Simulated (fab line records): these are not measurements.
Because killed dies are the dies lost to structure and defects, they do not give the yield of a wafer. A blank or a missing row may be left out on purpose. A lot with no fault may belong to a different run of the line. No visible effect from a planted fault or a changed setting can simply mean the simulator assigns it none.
Chamber matching / flow sfq-line / SFQ_TRILAYER_I3_CMP_CMP_082 on cmp-01: 4 sister chambers
The step polishes SiO2. 4 wafers are shown with their chamber, then 8 later ones without.

## WAFERS PAIRED WITH THEIR CHAMBERS
wafer=L984.1; chamber=1; motor-current-A (A)=12.6
wafer=L984.2; chamber=3; motor-current-A (A)=11.9
wafer=L984.3; chamber=0; motor-current-A (A)=11.3
wafer=L985.1; chamber=2; motor-current-A (A)=9.5

## WAFERS WITH NO CHAMBER GIVEN
wafer=L985.5; motor-current-A (A)=9.2
wafer=L985.6; motor-current-A (A)=11.8
wafer=L987.1; motor-current-A (A)=12.3
wafer=L987.2; motor-current-A (A)=11.4
wafer=L987.5; motor-current-A (A)=11.5
wafer=L989.3; motor-current-A (A)=9.8
wafer=L989.2; motor-current-A (A)=11.3
wafer=L989.4; motor-current-A (A)=11.9

## WHICH CHAMBER EACH ONE RAN IN
wafer=L985.5; from the rows above=2; in truth=2
wafer=L985.6; from the rows above=can't be placed: 3 or 0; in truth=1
wafer=L987.1; from the rows above=can't be placed: 1 or 3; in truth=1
wafer=L987.2; from the rows above=can't be placed: 0 or 3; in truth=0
wafer=L987.5; from the rows above=can't be placed: 0 or 3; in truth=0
wafer=L989.3; from the rows above=2; in truth=2
wafer=L989.2; from the rows above=0; in truth=0
wafer=L989.4; from the rows above=3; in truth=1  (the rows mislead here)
Placed correctly: 3 of 8. Not placeable from these rows: 4 (in 3, the candidates include the true chamber). 1 placed wrongly.
How it was worked out, from the rows above alone: a wafer's distance from a chamber is the root of the sum, over the readings, of the square of ((its reading less the chamber's mean) divided by the reading's scatter). If the next closest chamber is less than 2 further off than the closest, the wafer can't be placed; otherwise it belongs to the closest. The mean given for a chamber averages the wafers shown for that chamber. The scatter (one wafer shown for each chamber): square how far every hidden wafer sits from the nearest shown wafer, average those squares and take the square root.
